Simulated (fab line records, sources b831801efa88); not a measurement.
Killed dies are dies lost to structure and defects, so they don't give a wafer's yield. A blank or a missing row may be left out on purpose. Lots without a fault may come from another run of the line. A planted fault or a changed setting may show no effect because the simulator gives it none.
Problem report in the 8D (eight disciplines) form, filled by code | flow sky130 | the parts of the form that need people (team, actions taken, sign-off) are left out

1. THE PROBLEM
killed_at_front_end at SKY_PAD_OPEN_PROBE_99 reads a mean of 425 on 9 wafers of 3 lots; wafers without a fault read 15 with a standard deviation of 4.7. That is +87 standard deviations from the usual mean.
First seen on wafer L460.2, day 49 01:56, on prober-02. The record holds 9 wafers of 3 lots with a number at this step. Rule for "out", or "out of limits": more than 4 standard deviations from the usual mean. The other wafers with a number count as sound.

2. WHAT IT IS AND WHAT IT IS NOT
question                    | is                                              | is not
which readings at this step | killed_at_front_end, killed_dies, killed_on_rim | killed_at_M4_up, killed_at_contacts, killed_at_other, killed_open, killed_short
which lots                  | L460, L461, L462                                | -
which wafers of those lots  | all that have a number                          | -
read on which tools         | prober-01, prober-02                            | -
when                        | from day 49 01:56                               | up to then (0 sound wafers)

3. SUSPECTS, AND WHAT RULES EACH OUT
Counting: a tool at a process step up to the reading stays a suspect if it ran every lot that is out and no sound lot after the first of them.
- rie_si-01 at SKY_FIELD_ISO_ETCH_17 (etches Si in HBr/Cl2/O2, target depth 342 nm, time 97.7 s): kept. It ran every lot that is out, first L460 (day 5 01:05), and no sound lot after that.
Left after counting: rie_si-01 at SKY_FIELD_ISO_ETCH_17.

4. THE CAUSE (what the simulator had put in)
Skipped step whole: rie_si-01, from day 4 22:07 on, at SKY_FIELD_ISO_ETCH_17. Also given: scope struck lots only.
Counting left only this tool.

5. THE CHAIN OF EFFECTS, in route order
Each row: a reading whose mean over the struck wafers that have a number lies more than 3 standard deviations from the usual. Only readings for which the record gives a usual standard deviation are gone through. hours: the time from each lot's start at the first step in this table that gives one to its start at this step, as a median over the lots. sigmas: the change in usual standard deviations.
hours | step                  | reading             | usual | on struck wafers | change | sigmas
0     | SKY_PAD_OPEN_PROBE_99 | killed_at_front_end | 15    | 425              | +410   | +87
0     | SKY_PAD_OPEN_PROBE_99 | killed_dies         | 87    | 492              | +405   | +41
0     | SKY_PAD_OPEN_PROBE_99 | killed_on_rim       | 17    | 96               | +79    | +20
The process steps in it:
- SKY_PAD_OPEN_PROBE_99
Readings that are blank on the struck wafers while sound wafers have them: HBr_flow_sccm at SKY_FIELD_ISO_ETCH_17; O2_flow_sccm at SKY_FIELD_ISO_ETCH_17; drypump_motor_current_A at SKY_FIELD_ISO_ETCH_17; oes_product_au at SKY_FIELD_ISO_ETCH_17; throttle_valve_pct at SKY_FIELD_ISO_ETCH_17.

6. WHAT WOULD HAVE CAUGHT IT SOONER
In this record the first reading out of limits was taken at day 49 01:56, 1060 hours after the fault began at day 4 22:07.
At SKY_FIELD_ISO_ETCH_17 the tool's readings are blank on the struck wafers, where sound wafers have them: an empty tool record is the first sign, and it was there at once.
All the lots that are out (3) had begun SKY_FIELD_ISO_ETCH_17 on rie_si-01 by day 49 01:56. A hold on the tool at that time would have spared none of them.
